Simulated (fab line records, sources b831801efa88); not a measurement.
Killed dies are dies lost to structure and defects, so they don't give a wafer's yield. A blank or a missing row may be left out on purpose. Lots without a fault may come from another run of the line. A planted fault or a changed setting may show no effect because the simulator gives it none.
A struck lot beside a sound one | flow sky130 | 18 steps out of a route of 708
Sound: wafers L528.1, L528.3, L528.5. Struck: wafers L533.1, L533.2, L533.5. The cause comes at the end.
At each step with rows: each side's tool, then ch and its chambers, then its first start. Under that, the readings that differ: sound wafers | struck wafers | difference of the means | sigmas: that difference in standard deviations of wafers without a fault.
alike: readings whose means differ by less than 2 such deviations, and words and numbers that are the same on both sides. not compared: withheld readings, readings that some wafer has no value for, bounds like >300 that may hide the same value, and numbers for which the record gives no deviation and whose values overlap.
The two part at a step that has a row with sigmas, a row that says differs or no value, or rows on one side only. Numbers that don't overlap but have no deviation are shown without sigmas and don't part them. A reading that every wafer of one side lacks parts them only if that side has two wafers or more.

first, 2 steps without rows for these wafers: SKY_METAL3_CLEAN_22 (cleans in O3/DIW); SKY_VIA3_HDPCVD_00 (deposits SiO2, target thk 1635 nm, time 272.5 s).
SKY_VIA3_THK_MEAS_01:
  sound on film_metro-02, day 42 00:38; struck on film_metro-02, day 43 08:41
  alike: VIA3_HDPCVD_THK
SKY_VIA3_CMP_02: polishes SiO2.
  sound on cmp-02 ch 0,2, day 42 00:42; struck on cmp-02 ch 1,3, day 43 08:47
  alike: motor_current_A
SKY_VIA3_BOW_MEAS_03:
  sound on film_metro-04, day 42 01:00; struck on film_metro-04, day 43 09:02
  alike: VIA3_BOW
then, 7 steps without rows for these wafers: SKY_VIA3_DEHYDRATE_04 (time 60 s); SKY_VIA3_HMDS_05 (prime time 60 s); SKY_VIA3_COAT_06 (resist thk 60 nm); SKY_VIA3_COAT_07 (resist thk 450 nm); SKY_VIA3_SOFTBAKE_08 (time 90 s); SKY_VIA3_EXPOSE_09 (exposes mask VIM3, target cd 200 nm); SKY_VIA3_PEB_10.
SKY_VIA3_DEVELOP_11: develop time 60 s.
  sound on litho_track-03 ch 0, day 43 00:00; struck on litho_track-03 ch 0, day 44 07:00
SKY_VIA3_CD_MEAS_12: target cd 200 nm.
  sound on cd_sem-02, day 43 00:29; struck on cd_sem-01, day 44 07:44
  reading    | sound             | struck            | difference | sigmas
  cd_nm (nm) | 200.8 201.1 197.9 | 194.3 193.2 194.3 | -6.0       | -5
SKY_VIA3_OVL_MEAS_13:
  sound on overlay-01, day 43 00:36; struck on overlay-02, day 44 07:51
  alike: VIA3_OVL
SKY_VIA3_ETCH_14: etches BARC in N2/H2, stops on SiO2, time 45.9 s, target depth 60 nm.
  sound on rie_diel-01 ch 0,1, day 43 00:38; struck on rie_diel-01 ch 1,2, day 44 07:53
  reading               | sound             | struck            | difference | sigmas
  model.VIA3.cd_nm (nm) | 201.6 202.5 198.4 | 194.8 191.3 192.7 | -7.9       |
  alike: drypump_motor_current_A, oes_product_au, throttle_valve_pct
  not compared: rf_hours_counter_h
SKY_VIA3_ETCH_15: etches SiO2 in C4F8/O2/Ar, stops on TiN, target depth 507 nm, time 78 s.
  sound on rie_diel-01 ch 0,1, day 43 00:41; struck on rie_diel-01 ch 1,2, day 44 07:56
  alike: oes_product_au
  not compared: rf_hours_counter_h
-- the record jumps here: 5 days lie between the struck wafers' starts before and after (it left off in module VIA3 and takes up again in module PAD_OPEN, whose first step shown is number 708 of the route) --
SKY_PAD_OPEN_PROBE_99:
  the record has rows for the struck wafers here (prober-02, day 49 18:07) and none for the sound ones

WHERE THEY PART
First at SKY_VIA3_CD_MEAS_12; last, within this record, at SKY_PAD_OPEN_PROBE_99.

WHY: what the simulator had put in
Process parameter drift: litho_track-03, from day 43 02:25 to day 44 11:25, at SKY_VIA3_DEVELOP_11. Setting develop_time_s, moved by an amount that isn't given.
